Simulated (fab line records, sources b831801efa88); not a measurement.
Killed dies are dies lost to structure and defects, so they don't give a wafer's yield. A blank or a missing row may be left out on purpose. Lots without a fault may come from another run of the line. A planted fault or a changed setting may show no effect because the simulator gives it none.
Chamber matching | flow gf180mcu | GF_STI_CMP_25 on cmp-02: 4 sister chambers
The step polishes, stops on Si3N4, t overpolish 33 s, target thk 524.6 nm. 4 wafers are shown with their chamber, then 7 later ones without.

WAFERS WITH THEIR CHAMBER
wafer  | chamber | motor_current_A (A)
L228.6 | 1       | 13.0
L231.5 | 0       | 11.5
L238.3 | 2       | 12.7
L238.5 | 3       | 11.2

WAFERS WITHOUT THEIR CHAMBER
wafer  | motor_current_A (A)
L241.4 | 12.0
L243.3 | 11.6
L243.4 | 13.5
L243.6 | 13.4
L247.2 | 12.8
L247.3 | 11.6
L247.6 | 12.5

WHICH CHAMBER EACH WENT THROUGH
wafer  | from the rows above               | in truth
L241.4 | can't be placed: 0 or 2 or 3 or 1 | 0
L243.3 | can't be placed: 0 or 3           | 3
L243.4 | can't be placed: 1 or 2           | 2
L243.6 | can't be placed: 1 or 2           | 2
L247.2 | can't be placed: 2 or 1           | 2
L247.3 | can't be placed: 0 or 3           | 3
L247.6 | can't be placed: 2 or 1           | 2
Placed correctly: 0 of 7. Can't be placed from these rows: 7 (the true chamber is among the candidates in 7). Placed wrongly: 0.
How it was worked out, from the rows above alone: a wafer's distance from a chamber is the root of the sum, over the readings, of the square of ((its reading less the chamber's mean) divided by the reading's scatter). The wafer belongs to the nearest chamber; if the next one is less than 2 further off, it can't be placed. A chamber's mean is the mean of its shown wafers. The scatter: with one shown wafer a chamber, the root of the mean of the squares of how far each hidden wafer lies from its nearest shown one.
